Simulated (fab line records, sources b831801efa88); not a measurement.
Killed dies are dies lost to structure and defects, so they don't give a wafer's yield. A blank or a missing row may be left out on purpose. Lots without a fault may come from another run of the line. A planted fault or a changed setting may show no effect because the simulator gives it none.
A struck lot beside a sound one | flow sfq_line | 42 steps out of a route of 325
Sound: wafers L887.4, L887.5, L887.6. Struck: wafers L893.1, L893.6. (L893.5 of the same lot was not struck and is left out.) The cause comes at the end.
At each step with rows: each side's tool, then ch and its chambers, then its first start. Under that, the readings that differ: sound wafers | struck wafers | difference of the means | sigmas: that difference in standard deviations of wafers without a fault.
alike: readings whose means differ by less than 2 such deviations, and words and numbers that are the same on both sides. not compared: withheld readings, readings that some wafer has no value for, bounds like >300 that may hide the same value, and numbers for which the record gives no deviation and whose values overlap.
The two part at a step that has a row with sigmas, a row that says differs or no value, or rows on one side only. Numbers that don't overlap but have no deviation are shown without sigmas and don't part them. A reading that every wafer of one side lacks parts them only if that side has two wafers or more.

first, 6 steps without rows for these wafers: SFQ_TRILAYER_I0_VIA_LITHO_COAT_036 (resist thk 62 nm); SFQ_TRILAYER_I0_VIA_LITHO_COAT_031 (resist thk 650 nm); SFQ_TRILAYER_I0_VIA_LITHO_SOFTBAKE_035; SFQ_TRILAYER_I0_VIA_LITHO_EXPOSE_032 (exposes mask I0, target cd 500 nm); SFQ_TRILAYER_I0_VIA_LITHO_PEB_034 (peb time 60 s); SFQ_TRILAYER_I0_VIA_LITHO_DEVELOP_033 (time 60 s).
SFQ_I0_OVL_MEAS_908:
  sound on overlay-01, day 11 03:01; struck on overlay-02, day 12 10:12
  alike: I0_OVL
then, 1 step without rows for these wafers: SFQ_TRILAYER_I0_VIA_BARC_OPEN_VIA_ETCH_046 (etches BARC in O2, target depth 125 nm, time 41.7 s).
SFQ_TRILAYER_I0_VIA_ETCH_VIA_ETCH_034: etches SiO2 in CHF3, stops on Nb, target depth 260 nm.
  sound on rie_diel-02 ch 0,1,3, day 11 03:05; struck on rie_diel-03 ch 0, day 12 10:17
  alike: drypump_motor_current_A, oes_product_au, rf_fwd_power_W
then, 3 steps without rows for these wafers: SFQ_TRILAYER_I0_VIA_STRIP_STRIP_035 (strips in O2); SFQ_TRILAYER_I0_VIA_STRIP_SOLV_CLEAN_036 (cleans in NMP, time 600 s); SFQ_TRILAYER_M1_DEP_PRE_CLEAN_038 (time 22.5 s).
SFQ_TRILAYER_M1_DEP_SPUTTER_037: material Nb, target thk 200 nm, time 133.3 s.
  sound on pvd_sputter-04, day 11 04:01; struck on pvd_sputter-04, day 12 11:11
  reading                                             | sound             | struck    | difference | sigmas
  model.Nb_of_TRILAYER_M1_DEP_SPUTTER_037.thk_nm (nm) | 199.3 197.3 200.5 | 179.1 180 | -19.5      |
  alike: resputter_cathode_voltage_v, throttle_valve_pct
SFQ_M1_RS_MEAS_909: measures by four-point-probe.
  sound on film_metro-04, day 11 04:10; struck on film_metro-02, day 12 11:17
  reading           | sound             | struck      | difference | sigmas
  M1_NB_RS (ohm/sq) | 0.894 0.902 0.887 | 0.995 0.993 | +0.100     | +9
then, 6 steps without rows for these wafers: SFQ_TRILAYER_M1_LITHO_COAT_044 (resist thk 62 nm); SFQ_TRILAYER_M1_LITHO_COAT_039 (resist thk 600 nm); SFQ_TRILAYER_M1_LITHO_SOFTBAKE_043; SFQ_TRILAYER_M1_LITHO_EXPOSE_040 (exposes mask M1, target cd 500 nm); SFQ_TRILAYER_M1_LITHO_PEB_042 (peb time 60 s); SFQ_TRILAYER_M1_LITHO_DEVELOP_041 (time 60 s).
-- the record jumps here: 4 days lie between the struck wafers' starts before and after --
SFQ_M1_OVL_MEAS_911:
  sound on overlay-01, day 14 22:43; struck on overlay-02, day 16 17:33
  alike: M1_OVL
SFQ_TRILAYER_M1_BARC_OPEN_METAL_ETCH_054: etches BARC in O2, target depth 125 nm, time 41.7 s.
  sound on rie_metal-02 ch 0,1, day 14 22:46; struck on rie_metal-01 ch 0, day 16 17:35
  reading                     | sound             | struck      | difference | sigmas
  drypump_motor_current_A (A) | 5.9 5.9 6.3       | 5.0 5.0     | -1.0       | -2
  oes_product_au (a.u.)       | 0.690 0.690 0.692 | 0.678 0.685 | -0.009     | -2
  alike: rf_fwd_power_W
  not compared: rf_hours_counter_h
SFQ_TRILAYER_M1_ETCH_METAL_ETCH_042: etches Nb in Cl2/Ar, stops on SiO2, target depth 240 nm, time 120 s.
  sound on rie_metal-02 ch 0,1, day 14 22:50; struck on rie_metal-01 ch 0, day 16 17:39
  reading                     | sound             | struck      | difference | sigmas
  drypump_motor_current_A (A) | 5.8 5.9 6.3       | 5.0 5.0     | -1.0       | -2
  oes_product_au (a.u.)       | 0.892 0.889 0.890 | 0.835 0.833 | -0.056     | -8
  alike: rf_fwd_power_W
  not compared: rf_hours_counter_h
then, 4 steps without rows for these wafers: SFQ_TRILAYER_M1_STRIP_STRIP_043 (strips in O2); SFQ_TRILAYER_M1_STRIP_SOLV_CLEAN_044 (cleans in NMP, time 600 s); SFQ_TRILAYER_I1_DEP_PECVD_045 (deposits SiO2 from SiH4/N2O, time 111.11 s, target thk 500 nm); SFQ_TRILAYER_I1_CMP_CMP_046 (polishes SiO2).
SFQ_I1_BOW_MEAS_912:
  sound on film_metro-02, day 15 03:37; struck on film_metro-01, day 16 23:37
  alike: I1_BOW
then, 7 steps without rows for these wafers: SFQ_TRILAYER_I1_METRO_MEASURE_047; SFQ_TRILAYER_I1_VIA_LITHO_COAT_054 (resist thk 62 nm); SFQ_TRILAYER_I1_VIA_LITHO_COAT_049 (resist thk 650 nm); SFQ_TRILAYER_I1_VIA_LITHO_SOFTBAKE_053; SFQ_TRILAYER_I1_VIA_LITHO_EXPOSE_050 (exposes mask I1, target cd 500 nm); SFQ_TRILAYER_I1_VIA_LITHO_PEB_052 (peb time 60 s); SFQ_TRILAYER_I1_VIA_LITHO_DEVELOP_051 (time 60 s).
-- the record jumps here: 5 days lie between the struck wafers' starts before and after --
SFQ_I1_OVL_MEAS_913:
  sound on overlay-01, day 19 19:45; struck on overlay-01, day 21 22:08
  alike: I1_OVL
SFQ_TRILAYER_I1_VIA_BARC_OPEN_VIA_ETCH_071: etches BARC in O2, target depth 125 nm, time 41.7 s.
  sound on rie_diel-02 ch 0,2,3, day 19 19:46; struck on rie_diel-02 ch 0,1, day 21 22:10
  alike: drypump_motor_current_A, oes_product_au, rf_fwd_power_W
  not compared: rf_hours_counter_h
SFQ_TRILAYER_I1_VIA_ETCH_VIA_ETCH_052: etches SiO2 in CHF3, stops on Nb, target depth 260 nm.
  sound on rie_diel-02 ch 0,2,3, day 19 19:49; struck on rie_diel-02 ch 0,1, day 21 22:13
  alike: drypump_motor_current_A, oes_product_au, rf_fwd_power_W
SFQ_TRILAYER_I1_VIA_STRIP_STRIP_053: strips in O2.
  sound on rie_metal-04 ch 0,1, day 19 20:07; struck on rie_metal-03 ch 1, day 21 22:19
  alike: drypump_motor_current_A, oes_product_au
  not compared: rf_hours_counter_h
then, 2 steps without rows for these wafers: SFQ_TRILAYER_I1_VIA_STRIP_SOLV_CLEAN_054 (cleans in NMP, time 600 s); SFQ_TRILAYER_M2_DEP_PRE_CLEAN_056 (time 22.5 s).
-- the record jumps here: 66 days lie between the struck wafers' starts before and after --
SFQ_M8_BOW_MEAS_951:
  sound on film_metro-04, day 86 17:50; struck on film_metro-01, day 87 16:49
  reading                 | sound               | struck        | difference | sigmas
  model.etest.m1.ohm_um   | 1.787 1.81 1.761    | 1.993 1.987   | +0.204     |
  model.etest.i0.link_ohm | 1.955 1.964 1.946   | 2.093 2.086   | +0.135     |
  model.etest.m1.ohm_sq   | 0.8927 0.902 0.8875 | 0.9939 0.9887 | +0.0972    |
  model.etest.i1.link_ohm | 1.962 1.944 1.959   | 2.075 2.084   | +0.125     |
  alike: M8_BOW

WHERE THEY PART
First at SFQ_M1_RS_MEAS_909; last, within this record, at SFQ_TRILAYER_M1_ETCH_METAL_ETCH_042. Later steps at which nothing parts them and some readings are alike: SFQ_I1_BOW_MEAS_912, SFQ_I1_OVL_MEAS_913, SFQ_TRILAYER_I1_VIA_BARC_OPEN_VIA_ETCH_071, SFQ_TRILAYER_I1_VIA_ETCH_VIA_ETCH_052, SFQ_TRILAYER_I1_VIA_STRIP_STRIP_053, SFQ_M8_BOW_MEAS_951.

WHY: what the simulator had put in
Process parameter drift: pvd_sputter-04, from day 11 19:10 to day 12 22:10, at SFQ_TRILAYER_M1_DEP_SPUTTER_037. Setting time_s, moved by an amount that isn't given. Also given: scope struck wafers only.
